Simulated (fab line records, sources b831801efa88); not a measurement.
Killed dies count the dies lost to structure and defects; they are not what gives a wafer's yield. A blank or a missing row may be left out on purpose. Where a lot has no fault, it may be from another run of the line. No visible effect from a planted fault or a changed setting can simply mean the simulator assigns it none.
Which tool did it? :: flow gf180mcu :: 72 wafers from 24 lots sampled at 6 of the route's 602 steps

## WHAT EACH GAUGE READ, for each wafer
The record holds no reading of a measuring or inspecting step that can be judged against a usual standard deviation.

## EACH LOT AND THE TOOL THAT RAN IT (in order: tool; ch and the chambers of the sampled wafers; start)
lot: L074
GF_V4_SPUTTER_21: pvd-sputter-02, day 24 03:42
GF_MIM_SPUTTER_03: pvd-sputter-02, day 24 04:40
GF_MIM_SPUTTER_09: pvd-sputter-01, day 24 04:54
GF_M5_METAL_ETCH_10: rie-metal-01 ch 0,1, day 26 00:26
GF_TOP_METAL_SPUTTER_03: pvd-sputter-01, day 27 01:42
GF_TOP_METAL_METAL_ETCH_16: rie-metal-03 ch 1, day 27 22:26

lot: L075
GF_V4_SPUTTER_21: pvd-sputter-02, day 24 08:01
GF_MIM_SPUTTER_03: pvd-sputter-04, day 24 08:53
GF_MIM_SPUTTER_09: pvd-sputter-01, day 24 09:07
GF_M5_METAL_ETCH_10: rie-metal-02 ch 0,1, day 26 03:28
GF_TOP_METAL_SPUTTER_03: pvd-sputter-04, day 27 03:49
GF_TOP_METAL_METAL_ETCH_16: rie-metal-02 ch 0,1, day 27 23:31

lot: L076
GF_V4_SPUTTER_21: pvd-sputter-01, day 24 19:53
GF_MIM_SPUTTER_03: pvd-sputter-01, day 25 00:33
GF_MIM_SPUTTER_09: pvd-sputter-02, day 25 00:46
GF_M5_METAL_ETCH_10: rie-metal-03 ch 0,1, day 26 18:29
GF_TOP_METAL_SPUTTER_03: pvd-sputter-04, day 27 19:35
GF_TOP_METAL_METAL_ETCH_16: rie-metal-02 ch 0,1, day 28 14:41

lot: L077
GF_V4_SPUTTER_21: pvd-sputter-03, day 25 05:49
GF_MIM_SPUTTER_03: pvd-sputter-01, day 25 06:41
GF_MIM_SPUTTER_09: pvd-sputter-02, day 25 06:54
GF_M5_METAL_ETCH_10: rie-metal-02 ch 0,1, day 27 00:59
GF_TOP_METAL_SPUTTER_03: pvd-sputter-03, day 28 00:22
GF_TOP_METAL_METAL_ETCH_16: rie-metal-04 ch 0,1, day 28 18:52

lot: L078
GF_V4_SPUTTER_21: pvd-sputter-03, day 25 13:50
GF_MIM_SPUTTER_03: pvd-sputter-02, day 25 14:41
GF_MIM_SPUTTER_09: pvd-sputter-01, day 25 14:55
GF_M5_METAL_ETCH_10: rie-metal-02 ch 1, day 27 08:35
GF_TOP_METAL_SPUTTER_03: pvd-sputter-03, day 28 07:33
GF_TOP_METAL_METAL_ETCH_16: rie-metal-02 ch 0,1, day 29 03:01

lot: L079
GF_V4_SPUTTER_21: pvd-sputter-01, day 25 23:43
GF_MIM_SPUTTER_03: pvd-sputter-02, day 26 00:51
GF_MIM_SPUTTER_09: pvd-sputter-01, day 26 01:05
GF_M5_METAL_ETCH_10: rie-metal-02 ch 0,1, day 27 17:41
GF_TOP_METAL_SPUTTER_03: pvd-sputter-03, day 28 16:46
GF_TOP_METAL_METAL_ETCH_16: rie-metal-03 ch 0,1, day 29 12:05

lot: L080
GF_V4_SPUTTER_21: pvd-sputter-02, day 26 08:49
GF_MIM_SPUTTER_03: pvd-sputter-01, day 26 09:41
GF_MIM_SPUTTER_09: pvd-sputter-02, day 26 09:55
GF_M5_METAL_ETCH_10: rie-metal-02 ch 0,1, day 28 02:20
GF_TOP_METAL_SPUTTER_03: pvd-sputter-03, day 29 00:40
GF_TOP_METAL_METAL_ETCH_16: rie-metal-02 ch 1, day 29 19:50

lot: L081
GF_V4_SPUTTER_21: pvd-sputter-01, day 26 13:18
GF_MIM_SPUTTER_03: pvd-sputter-01, day 26 14:11
GF_MIM_SPUTTER_09: pvd-sputter-04, day 26 14:24
GF_M5_METAL_ETCH_10: rie-metal-03 ch 1, day 28 08:14
GF_TOP_METAL_SPUTTER_03: pvd-sputter-03, day 29 06:41
GF_TOP_METAL_METAL_ETCH_16: rie-metal-03 ch 0,1, day 30 00:44

lot: L082
GF_V4_SPUTTER_21: pvd-sputter-02, day 27 04:01
GF_MIM_SPUTTER_03: pvd-sputter-01, day 27 04:52
GF_MIM_SPUTTER_09: pvd-sputter-04, day 27 05:05
GF_M5_METAL_ETCH_10: rie-metal-02 ch 0,1, day 28 20:34
GF_TOP_METAL_SPUTTER_03: pvd-sputter-01, day 29 18:12
GF_TOP_METAL_METAL_ETCH_16: rie-metal-04 ch 0,1, day 30 12:37

lot: L083
GF_V4_SPUTTER_21: pvd-sputter-02, day 27 14:15
GF_MIM_SPUTTER_03: pvd-sputter-01, day 27 15:06
GF_MIM_SPUTTER_09: pvd-sputter-04, day 27 15:19
GF_M5_METAL_ETCH_10: rie-metal-02 ch 0,1, day 29 05:48
GF_TOP_METAL_SPUTTER_03: pvd-sputter-03, day 30 03:44
GF_TOP_METAL_METAL_ETCH_16: rie-metal-03 ch 0,1, day 30 21:46

lot: L084
GF_V4_SPUTTER_21: pvd-sputter-01, day 27 23:07
GF_MIM_SPUTTER_03: pvd-sputter-02, day 27 23:58
GF_MIM_SPUTTER_09: pvd-sputter-01, day 28 00:11
GF_M5_METAL_ETCH_10: rie-metal-02 ch 0,1, day 29 14:26
GF_TOP_METAL_SPUTTER_03: pvd-sputter-01, day 30 11:19
GF_TOP_METAL_METAL_ETCH_16: rie-metal-04 ch 0,1, day 31 05:07

lot: L085
GF_V4_SPUTTER_21: pvd-sputter-02, day 28 05:52
GF_MIM_SPUTTER_03: pvd-sputter-01, day 28 06:56
GF_MIM_SPUTTER_09: pvd-sputter-04, day 28 07:10
GF_M5_METAL_ETCH_10: rie-metal-03 ch 0,1, day 29 21:41
GF_TOP_METAL_SPUTTER_03: pvd-sputter-03, day 30 19:45
GF_TOP_METAL_METAL_ETCH_16: rie-metal-02 ch 0,1, day 31 13:11

lot: L086
GF_V4_SPUTTER_21: pvd-sputter-02, day 28 14:19
GF_MIM_SPUTTER_03: pvd-sputter-01, day 28 15:26
GF_MIM_SPUTTER_09: pvd-sputter-04, day 28 15:39
GF_M5_METAL_ETCH_10: rie-metal-01 ch 0,1, day 30 05:16
GF_TOP_METAL_SPUTTER_03: pvd-sputter-03, day 31 02:51
GF_TOP_METAL_METAL_ETCH_16: rie-metal-04 ch 0,1, day 31 20:21

lot: L087
GF_V4_SPUTTER_21: pvd-sputter-02, day 28 22:52
GF_MIM_SPUTTER_03: pvd-sputter-01, day 28 23:43
GF_MIM_SPUTTER_09: pvd-sputter-04, day 28 23:56
GF_M5_METAL_ETCH_10: rie-metal-01 ch 0,1, day 30 12:56
GF_TOP_METAL_SPUTTER_03: pvd-sputter-01, day 31 09:28
GF_TOP_METAL_METAL_ETCH_16: rie-metal-02 ch 0,1, day 32 02:14

lot: L088
GF_V4_SPUTTER_21: pvd-sputter-02, day 29 02:49
GF_MIM_SPUTTER_03: pvd-sputter-04, day 29 03:41
GF_MIM_SPUTTER_09: pvd-sputter-01, day 29 03:54
GF_M5_METAL_ETCH_10: rie-metal-02 ch 0,1, day 30 17:29
GF_TOP_METAL_SPUTTER_03: pvd-sputter-03, day 31 13:52
GF_TOP_METAL_METAL_ETCH_16: rie-metal-03 ch 0,1, day 32 07:01

lot: L089
GF_V4_SPUTTER_21: pvd-sputter-02, day 29 11:51
GF_MIM_SPUTTER_03: pvd-sputter-04, day 29 12:43
GF_MIM_SPUTTER_09: pvd-sputter-01, day 29 12:56
GF_M5_METAL_ETCH_10: rie-metal-02 ch 0,1, day 31 00:52
GF_TOP_METAL_SPUTTER_03: pvd-sputter-01, day 31 21:35
GF_TOP_METAL_METAL_ETCH_16: rie-metal-04 ch 0,1, day 32 14:17

lot: L090
GF_V4_SPUTTER_21: pvd-sputter-01, day 29 15:15
GF_MIM_SPUTTER_03: pvd-sputter-02, day 29 16:08
GF_MIM_SPUTTER_09: pvd-sputter-01, day 29 16:21
GF_M5_METAL_ETCH_10: rie-metal-01 ch 1, day 31 04:13
GF_TOP_METAL_SPUTTER_03: pvd-sputter-01, day 32 01:08
GF_TOP_METAL_METAL_ETCH_16: rie-metal-03 ch 0,1, day 32 16:57

lot: L091
GF_V4_SPUTTER_21: pvd-sputter-02, day 29 21:40
GF_MIM_SPUTTER_03: pvd-sputter-04, day 29 22:31
GF_MIM_SPUTTER_09: pvd-sputter-01, day 29 22:44
GF_M5_METAL_ETCH_10: rie-metal-02 ch 0,1, day 31 11:07
GF_TOP_METAL_SPUTTER_03: pvd-sputter-01, day 32 07:03
GF_TOP_METAL_METAL_ETCH_16: rie-metal-02 ch 1, day 32 23:31

lot: L092
GF_V4_SPUTTER_21: pvd-sputter-03, day 30 07:11
GF_MIM_SPUTTER_03: pvd-sputter-04, day 30 08:02
GF_MIM_SPUTTER_09: pvd-sputter-02, day 30 08:16
GF_M5_METAL_ETCH_10: rie-metal-02 ch 0,1, day 31 19:25
GF_TOP_METAL_SPUTTER_03: pvd-sputter-03, day 32 14:58
GF_TOP_METAL_METAL_ETCH_16: rie-metal-03 ch 0, day 33 06:43

lot: L093
GF_V4_SPUTTER_21: pvd-sputter-02, day 30 16:43
GF_MIM_SPUTTER_03: pvd-sputter-01, day 30 17:34
GF_MIM_SPUTTER_09: pvd-sputter-04, day 30 17:47
GF_M5_METAL_ETCH_10: rie-metal-02 ch 1, day 32 04:34
GF_TOP_METAL_SPUTTER_03: pvd-sputter-03, day 33 00:28
GF_TOP_METAL_METAL_ETCH_16: rie-metal-02 ch 0,1, day 33 16:41

lot: L094
GF_V4_SPUTTER_21: pvd-sputter-02, day 30 18:01
GF_MIM_SPUTTER_03: pvd-sputter-02, day 30 18:52
GF_MIM_SPUTTER_09: pvd-sputter-01, day 30 19:06
GF_M5_METAL_ETCH_10: rie-metal-01 ch 0,1, day 32 05:56
GF_TOP_METAL_SPUTTER_03: pvd-sputter-01, day 33 01:45
GF_TOP_METAL_METAL_ETCH_16: rie-metal-03 ch 0, day 33 17:40

lot: L095
GF_V4_SPUTTER_21: pvd-sputter-01, day 31 03:13
GF_MIM_SPUTTER_03: pvd-sputter-04, day 31 04:04
GF_MIM_SPUTTER_09: pvd-sputter-01, day 31 04:17
GF_M5_METAL_ETCH_10: rie-metal-01 ch 0,1, day 32 14:28
GF_TOP_METAL_SPUTTER_03: pvd-sputter-01, day 33 09:40
GF_TOP_METAL_METAL_ETCH_16: rie-metal-02 ch 0,1, day 34 00:42

lot: L096
GF_V4_SPUTTER_21: pvd-sputter-02, day 31 07:20
GF_MIM_SPUTTER_03: pvd-sputter-02, day 31 08:17
GF_MIM_SPUTTER_09: pvd-sputter-01, day 31 08:31
GF_M5_METAL_ETCH_10: rie-metal-02 ch 1, day 32 18:43
GF_TOP_METAL_SPUTTER_03: pvd-sputter-03, day 33 14:04
GF_TOP_METAL_METAL_ETCH_16: rie-metal-02 ch 0,1, day 34 05:47

lot: L097
GF_V4_SPUTTER_21: pvd-sputter-02, day 31 11:35
GF_MIM_SPUTTER_03: pvd-sputter-04, day 31 12:26
GF_MIM_SPUTTER_09: pvd-sputter-01, day 31 12:40
GF_M5_METAL_ETCH_10: rie-metal-03 ch 0,1, day 32 21:58
GF_TOP_METAL_SPUTTER_03: pvd-sputter-04, day 33 17:07
GF_TOP_METAL_METAL_ETCH_16: rie-metal-03 ch 0,1, day 34 07:33
- GF_V4_SPUTTER_21: material Ti, target thk 15 nm, time 80.02 s.
- GF_MIM_SPUTTER_03: material Ti, target thk 10 nm, time 6.7 s.
- GF_MIM_SPUTTER_09: material TiN, target thk 35 nm, time 29.2 s.
- GF_M5_METAL_ETCH_10: etches the open film in Cl2/BCl3, stops on SiO2, target depth 750.8 nm, time 125.1 s.
- GF_TOP_METAL_SPUTTER_03: material Ti, target thk 5 nm, time 3.3 s.
- GF_TOP_METAL_METAL_ETCH_16: etches the open film in Cl2/BCl3, stops on SiO2, target depth 1197 nm, time 199.5 s.

## AS READ BY THE TOOLS THEMSELVES (means over the sampled wafers that have a number; for cases with no such wafer, the mark the record gives instead)
GF_V4_SPUTTER_21. Usual: 30.7 % for throttle-valve-pct, sd 1.3.
lot: L074
tool: pvd-sputter-02
throttle-valve-pct (%): 31.7
flag: 

lot: L075
tool: pvd-sputter-02
throttle-valve-pct (%): 31.7
flag: 

lot: L076
tool: pvd-sputter-01
throttle-valve-pct (%): 29.7
flag: 

lot: L077
tool: pvd-sputter-03
throttle-valve-pct (%): 30.4
flag: 

lot: L078
tool: pvd-sputter-03
throttle-valve-pct (%): 29.4
flag: 

lot: L079
tool: pvd-sputter-01
throttle-valve-pct (%): 30.2
flag: 

lot: L080
tool: pvd-sputter-02
throttle-valve-pct (%): 31.1
flag: 

lot: L081
tool: pvd-sputter-01
throttle-valve-pct (%): 30.0
flag: 

lot: L082
tool: pvd-sputter-02
throttle-valve-pct (%): 30.9
flag: 

lot: L083
tool: pvd-sputter-02
throttle-valve-pct (%): 31.4
flag: 

lot: L084
tool: pvd-sputter-01
throttle-valve-pct (%): 29.8
flag: 

lot: L085
tool: pvd-sputter-02
throttle-valve-pct (%): 29.8
flag: 

lot: L086
tool: pvd-sputter-02
throttle-valve-pct (%): 31.1
flag: 

lot: L087
tool: pvd-sputter-02
throttle-valve-pct (%): 30.9
flag: 

lot: L088
tool: pvd-sputter-02
throttle-valve-pct (%): 31.0
flag: 

lot: L089
tool: pvd-sputter-02
throttle-valve-pct (%): 32.2
flag: 

lot: L090
tool: pvd-sputter-01
throttle-valve-pct (%): 30.2
flag: 

lot: L091
tool: pvd-sputter-02
throttle-valve-pct (%): 31.5
flag: 

lot: L092
tool: pvd-sputter-03
throttle-valve-pct (%): 30.8
flag: 

lot: L093
tool: pvd-sputter-02
throttle-valve-pct (%): 30.3
flag: 

lot: L094
tool: pvd-sputter-02
throttle-valve-pct (%): 31.7
flag: 

lot: L095
tool: pvd-sputter-01
throttle-valve-pct (%): 29.9
flag: 

lot: L096
tool: pvd-sputter-02
throttle-valve-pct (%): 30.8
flag: 

lot: L097
tool: pvd-sputter-02
throttle-valve-pct (%): 30.3
flag: 

GF_MIM_SPUTTER_03. Usual: 30.5 % for throttle-valve-pct, sd 0.88.
lot: L074
tool: pvd-sputter-02
throttle-valve-pct (%): 30.9
flag: 

lot: L075
tool: pvd-sputter-04
throttle-valve-pct (%): 30.5
flag: 

lot: L076
tool: pvd-sputter-01
throttle-valve-pct (%): 30.1
flag: 

lot: L077
tool: pvd-sputter-01
throttle-valve-pct (%): 30.5
flag: 

lot: L078
tool: pvd-sputter-02
throttle-valve-pct (%): 31.8
flag: 

lot: L079
tool: pvd-sputter-02
throttle-valve-pct (%): 32.3
flag: 

lot: L080
tool: pvd-sputter-01
throttle-valve-pct (%): 30.3
flag: 

lot: L081
tool: pvd-sputter-01
throttle-valve-pct (%): 30.3
flag: 

lot: L082
tool: pvd-sputter-01
throttle-valve-pct (%): 30.1
flag: 

lot: L083
tool: pvd-sputter-01
throttle-valve-pct (%): 30.3
flag: 

lot: L084
tool: pvd-sputter-02
throttle-valve-pct (%): 30.3
flag: 

lot: L085
tool: pvd-sputter-01
throttle-valve-pct (%): 30.3
flag: 

lot: L086
tool: pvd-sputter-01
throttle-valve-pct (%): 30.3
flag: 

lot: L087
tool: pvd-sputter-01
throttle-valve-pct (%): 30.0
flag: 

lot: L088
tool: pvd-sputter-04
throttle-valve-pct (%): 30.5
flag: 

lot: L089
tool: pvd-sputter-04
throttle-valve-pct (%): 30.6
flag: 

lot: L090
tool: pvd-sputter-02
throttle-valve-pct (%): 31.5
flag: 

lot: L091
tool: pvd-sputter-04
throttle-valve-pct (%): 30.4
flag: 

lot: L092
tool: pvd-sputter-04
throttle-valve-pct (%): 30.4
flag: 

lot: L093
tool: pvd-sputter-01
throttle-valve-pct (%): 29.9
flag: 

lot: L094
tool: pvd-sputter-02
throttle-valve-pct (%): 30.8
flag: 

lot: L095
tool: pvd-sputter-04
throttle-valve-pct (%): 30.5
flag: 

lot: L096
tool: pvd-sputter-02
throttle-valve-pct (%): 31.3
flag: 

lot: L097
tool: pvd-sputter-04
throttle-valve-pct (%): 30.5
flag: 

GF_MIM_SPUTTER_09. Usual: 30.3 % for throttle-valve-pct, sd 0.75.
lot: L074
tool: pvd-sputter-01
throttle-valve-pct (%): 30.4
flag: 

lot: L075
tool: pvd-sputter-01
throttle-valve-pct (%): 30.3
flag: 

lot: L076
tool: pvd-sputter-02
throttle-valve-pct (%): 30.2
flag: 

lot: L077
tool: pvd-sputter-02
throttle-valve-pct (%): 30.2
flag: 

lot: L078
tool: pvd-sputter-01
throttle-valve-pct (%): 30.4
flag: 

lot: L079
tool: pvd-sputter-01
throttle-valve-pct (%): 30.3
flag: 

lot: L080
tool: pvd-sputter-02
throttle-valve-pct (%): 31.6
flag: 

lot: L081
tool: pvd-sputter-04
throttle-valve-pct (%): 30.7
flag: 

lot: L082
tool: pvd-sputter-04
throttle-valve-pct (%): 30.7
flag: 

lot: L083
tool: pvd-sputter-04
throttle-valve-pct (%): 30.7
flag: 

lot: L084
tool: pvd-sputter-01
throttle-valve-pct (%): 30.0
flag: 

lot: L085
tool: pvd-sputter-04
throttle-valve-pct (%): 30.5
flag: 

lot: L086
tool: pvd-sputter-04
throttle-valve-pct (%): 30.4
flag: 

lot: L087
tool: pvd-sputter-04
throttle-valve-pct (%): 30.5
flag: 

lot: L088
tool: pvd-sputter-01
throttle-valve-pct (%): 29.9
flag: 

lot: L089
tool: pvd-sputter-01
throttle-valve-pct (%): 30.3
flag: 

lot: L090
tool: pvd-sputter-01
throttle-valve-pct (%): 30.3
flag: 

lot: L091
tool: pvd-sputter-01
throttle-valve-pct (%): 29.9
flag: 

lot: L092
tool: pvd-sputter-02
throttle-valve-pct (%): 30.2
flag: 

lot: L093
tool: pvd-sputter-04
throttle-valve-pct (%): 30.4
flag: 

lot: L094
tool: pvd-sputter-01
throttle-valve-pct (%): 30.1
flag: 

lot: L095
tool: pvd-sputter-01
throttle-valve-pct (%): 30.1
flag: 

lot: L096
tool: pvd-sputter-01
throttle-valve-pct (%): 29.7
flag: 

lot: L097
tool: pvd-sputter-01
throttle-valve-pct (%): 29.8
flag: 

GF_M5_METAL_ETCH_10. Usual: drypump-motor-current-A 5.6 A, standard deviation 0.48; oes-product-au 0.991 a.u., standard deviation 0.0058; throttle-valve-pct 28.230 %, standard deviation 0.011.
lot: L074
tool: rie-metal-01
drypump-motor-current-A (A): 6.0
oes-product-au (a.u.): 0.986
throttle-valve-pct (%): 28.234
flag: 

lot: L075
tool: rie-metal-02
drypump-motor-current-A (A): 5.2
oes-product-au (a.u.): 0.994
throttle-valve-pct (%): 28.224
flag: 

lot: L076
tool: rie-metal-03
drypump-motor-current-A (A): 5.6
oes-product-au (a.u.): 0.993
throttle-valve-pct (%): 28.229
flag: 

lot: L077
tool: rie-metal-02
drypump-motor-current-A (A): 5.6
oes-product-au (a.u.): 0.991
throttle-valve-pct (%): 28.237
flag: 

lot: L078
tool: rie-metal-02
drypump-motor-current-A (A): 5.9
oes-product-au (a.u.): 0.988
throttle-valve-pct (%): 28.240
flag: 

lot: L079
tool: rie-metal-02
drypump-motor-current-A (A): 5.6
oes-product-au (a.u.): 0.989
throttle-valve-pct (%): 28.246
flag: 

lot: L080
tool: rie-metal-02
drypump-motor-current-A (A): 5.6
oes-product-au (a.u.): 0.989
throttle-valve-pct (%): 28.226
flag: 

lot: L081
tool: rie-metal-03
drypump-motor-current-A (A): 5.2
oes-product-au (a.u.): 0.995
throttle-valve-pct (%): 28.219
flag: 

lot: L082
tool: rie-metal-02
drypump-motor-current-A (A): 5.2
oes-product-au (a.u.): 0.994
throttle-valve-pct (%): 28.220
flag: 

lot: L083
tool: rie-metal-02
drypump-motor-current-A (A): 5.6
oes-product-au (a.u.): 0.994
throttle-valve-pct (%): 28.229
flag: 

lot: L084
tool: rie-metal-02
drypump-motor-current-A (A): 5.2
oes-product-au (a.u.): 0.996
throttle-valve-pct (%): 28.224
flag: 

lot: L085
tool: rie-metal-03
drypump-motor-current-A (A): 5.4
oes-product-au (a.u.): 0.995
throttle-valve-pct (%): 28.229
flag: 

lot: L086
tool: rie-metal-01
drypump-motor-current-A (A): 6.0
oes-product-au (a.u.): 0.987
throttle-valve-pct (%): 28.230
flag: 

lot: L087
tool: rie-metal-01
drypump-motor-current-A (A): 6.1
oes-product-au (a.u.): 0.988
throttle-valve-pct (%): 28.232
flag: 

lot: L088
tool: rie-metal-02
drypump-motor-current-A (A): 5.2
oes-product-au (a.u.): 0.993
throttle-valve-pct (%): 28.225
flag: 

lot: L089
tool: rie-metal-02
drypump-motor-current-A (A): 5.2
oes-product-au (a.u.): 0.993
throttle-valve-pct (%): 28.228
flag: 

lot: L090
tool: rie-metal-01
drypump-motor-current-A (A): 5.8
oes-product-au (a.u.): 0.991
throttle-valve-pct (%): 28.236
flag: 

lot: L091
tool: rie-metal-02
drypump-motor-current-A (A): 5.2
oes-product-au (a.u.): 0.994
throttle-valve-pct (%): 28.227
flag: 

lot: L092
tool: rie-metal-02
drypump-motor-current-A (A): 5.6
oes-product-au (a.u.): 0.987
throttle-valve-pct (%): 28.235
flag: 

lot: L093
tool: rie-metal-02
drypump-motor-current-A (A): 5.9
oes-product-au (a.u.): 0.989
throttle-valve-pct (%): 28.220
flag: 

lot: L094
tool: rie-metal-01
drypump-motor-current-A (A): 6.1
oes-product-au (a.u.): 0.984
throttle-valve-pct (%): 28.240
flag: 

lot: L095
tool: rie-metal-01
drypump-motor-current-A (A): 6.0
oes-product-au (a.u.): 0.986
throttle-valve-pct (%): 28.237
flag: 

lot: L096
tool: rie-metal-02
drypump-motor-current-A (A): 5.9
oes-product-au (a.u.): 0.995
throttle-valve-pct (%): 28.231
flag: 

lot: L097
tool: rie-metal-03
drypump-motor-current-A (A): 5.4
oes-product-au (a.u.): 0.996
throttle-valve-pct (%): 28.222
flag: 

GF_TOP_METAL_SPUTTER_03. Usual: 30.2 % for throttle-valve-pct, sd 0.77.
lot: L074
tool: pvd-sputter-01
throttle-valve-pct (%): 30.5
flag: 

lot: L075
tool: pvd-sputter-04
throttle-valve-pct (%): 30.4
flag: 

lot: L076
tool: pvd-sputter-04
throttle-valve-pct (%): 30.3
flag: 

lot: L077
tool: pvd-sputter-03
throttle-valve-pct (%): 30.2
flag: 

lot: L078
tool: pvd-sputter-03
throttle-valve-pct (%): 30.6
flag: 

lot: L079
tool: pvd-sputter-03
throttle-valve-pct (%): 30.2
flag: 

lot: L080
tool: pvd-sputter-03
throttle-valve-pct (%): 30.1
flag: 

lot: L081
tool: pvd-sputter-03
throttle-valve-pct (%): 29.4
flag: 

lot: L082
tool: pvd-sputter-01
throttle-valve-pct (%): 30.4
flag: 

lot: L083
tool: pvd-sputter-03
throttle-valve-pct (%): 30.2
flag: 

lot: L084
tool: pvd-sputter-01
throttle-valve-pct (%): 29.9
flag: 

lot: L085
tool: pvd-sputter-03
throttle-valve-pct (%): 29.5
flag: 

lot: L086
tool: pvd-sputter-03
throttle-valve-pct (%): 30.4
flag: 

lot: L087
tool: pvd-sputter-01
throttle-valve-pct (%): 30.1
flag: 

lot: L088
tool: pvd-sputter-03
throttle-valve-pct (%): 30.9
flag: 

lot: L089
tool: pvd-sputter-01
throttle-valve-pct (%): 29.6
flag: 

lot: L090
tool: pvd-sputter-01
throttle-valve-pct (%): 30.0
flag: 

lot: L091
tool: pvd-sputter-01
throttle-valve-pct (%): 29.5
flag: 

lot: L092
tool: pvd-sputter-03
throttle-valve-pct (%): 30.3
flag: 

lot: L093
tool: pvd-sputter-03
throttle-valve-pct (%): 31.0
flag: 

lot: L094
tool: pvd-sputter-01
throttle-valve-pct (%): 30.3
flag: 

lot: L095
tool: pvd-sputter-01
throttle-valve-pct (%): 29.8
flag: 

lot: L096
tool: pvd-sputter-03
throttle-valve-pct (%): 30.1
flag: 

lot: L097
tool: pvd-sputter-04
throttle-valve-pct (%): 30.4
flag: 

GF_TOP_METAL_METAL_ETCH_16. Usual: drypump-motor-current-A 5.5 A, standard deviation 0.49; oes-product-au 0.991 a.u., standard deviation 0.0062; throttle-valve-pct 28.227 %, standard deviation 0.011.
lot: L074
tool: rie-metal-03
drypump-motor-current-A (A): 5.2
oes-product-au (a.u.): 0.996
throttle-valve-pct (%): 28.225
flag: 

lot: L075
tool: rie-metal-02
drypump-motor-current-A (A): 5.6
oes-product-au (a.u.): 0.990
throttle-valve-pct (%): 28.220
flag: 

lot: L076
tool: rie-metal-02
drypump-motor-current-A (A): 5.5
oes-product-au (a.u.): 0.992
throttle-valve-pct (%): 28.219
flag: 

lot: L077
tool: rie-metal-04
drypump-motor-current-A (A): 5.6
oes-product-au (a.u.): 0.981
throttle-valve-pct (%): 28.237
flag: 

lot: L078
tool: rie-metal-02
drypump-motor-current-A (A): 5.2
oes-product-au (a.u.): 0.991
throttle-valve-pct (%): 28.234
flag: 

lot: L079
tool: rie-metal-03
drypump-motor-current-A (A): 5.4
oes-product-au (a.u.): 0.998
throttle-valve-pct (%): 28.230
flag: 

lot: L080
tool: rie-metal-02
drypump-motor-current-A (A): 5.9
oes-product-au (a.u.): 0.989
throttle-valve-pct (%): 28.240
flag: 

lot: L081
tool: rie-metal-03
drypump-motor-current-A (A): 5.4
oes-product-au (a.u.): 0.995
throttle-valve-pct (%): 28.226
flag: 

lot: L082
tool: rie-metal-04
drypump-motor-current-A (A): 6.0
oes-product-au (a.u.): 0.990
throttle-valve-pct (%): 28.228
flag: 

lot: L083
tool: rie-metal-03
drypump-motor-current-A (A): 5.4
oes-product-au (a.u.): 0.995
throttle-valve-pct (%): 28.222
flag: 

lot: L084
tool: rie-metal-04
drypump-motor-current-A (A): 6.0
oes-product-au (a.u.): 0.987
throttle-valve-pct (%): 28.237
flag: 

lot: L085
tool: rie-metal-02
drypump-motor-current-A (A): 5.2
oes-product-au (a.u.): 0.996
throttle-valve-pct (%): 28.227
flag: 

lot: L086
tool: rie-metal-04
drypump-motor-current-A (A): 6.1
oes-product-au (a.u.): 0.990
throttle-valve-pct (%): 28.223
flag: 

lot: L087
tool: rie-metal-02
drypump-motor-current-A (A): 5.2
oes-product-au (a.u.): 0.990
throttle-valve-pct (%): 28.234
flag: 

lot: L088
tool: rie-metal-03
drypump-motor-current-A (A): 5.3
oes-product-au (a.u.): 0.998
throttle-valve-pct (%): 28.216
flag: 

lot: L089
tool: rie-metal-04
drypump-motor-current-A (A): 5.6
oes-product-au (a.u.): 0.990
throttle-valve-pct (%): 28.232
flag: 

lot: L090
tool: rie-metal-03
drypump-motor-current-A (A): 5.6
oes-product-au (a.u.): 0.994
throttle-valve-pct (%): 28.229
flag: 

lot: L091
tool: rie-metal-02
drypump-motor-current-A (A): 5.9
oes-product-au (a.u.): 0.997
throttle-valve-pct (%): 28.223
flag: 

lot: L092
tool: rie-metal-03
drypump-motor-current-A (A): 5.8
oes-product-au (a.u.): 0.994
throttle-valve-pct (%): 28.233
flag: 

lot: L093
tool: rie-metal-02
drypump-motor-current-A (A): 5.6
oes-product-au (a.u.): 0.987
throttle-valve-pct (%): 28.229
flag: 

lot: L094
tool: rie-metal-03
drypump-motor-current-A (A): 5.8
oes-product-au (a.u.): 0.993
throttle-valve-pct (%): 28.226
flag: 

lot: L095
tool: rie-metal-02
drypump-motor-current-A (A): 5.6
oes-product-au (a.u.): 0.984
throttle-valve-pct (%): 28.230
flag: 

lot: L096
tool: rie-metal-02
drypump-motor-current-A (A): 5.6
oes-product-au (a.u.): 0.997
throttle-valve-pct (%): 28.223
flag: 

lot: L097
tool: rie-metal-03
drypump-motor-current-A (A): 5.6
oes-product-au (a.u.): 0.993
throttle-valve-pct (%): 28.218
flag: 

## THE ANSWER, worked out from the rows above alone
Rule: a lot counts as off when the mean over its wafers that have a number is more than 3 standard deviations away from the usual mean. A lot without any number at a reading at which 4 lots or more have one is off too. The other lots that the step has rows for count as sound. After the gauges, taken in route order, come the tools' own readings; for these a lot's mean is taken, as printed above. At the first step where some lot is off, the reading lying furthest off is the one used; lots without a number count as furthest.
Across all readings shown, no lot is off: no conclusion can be drawn from this.

## WHAT THE SIMULATOR HAD INSERTED
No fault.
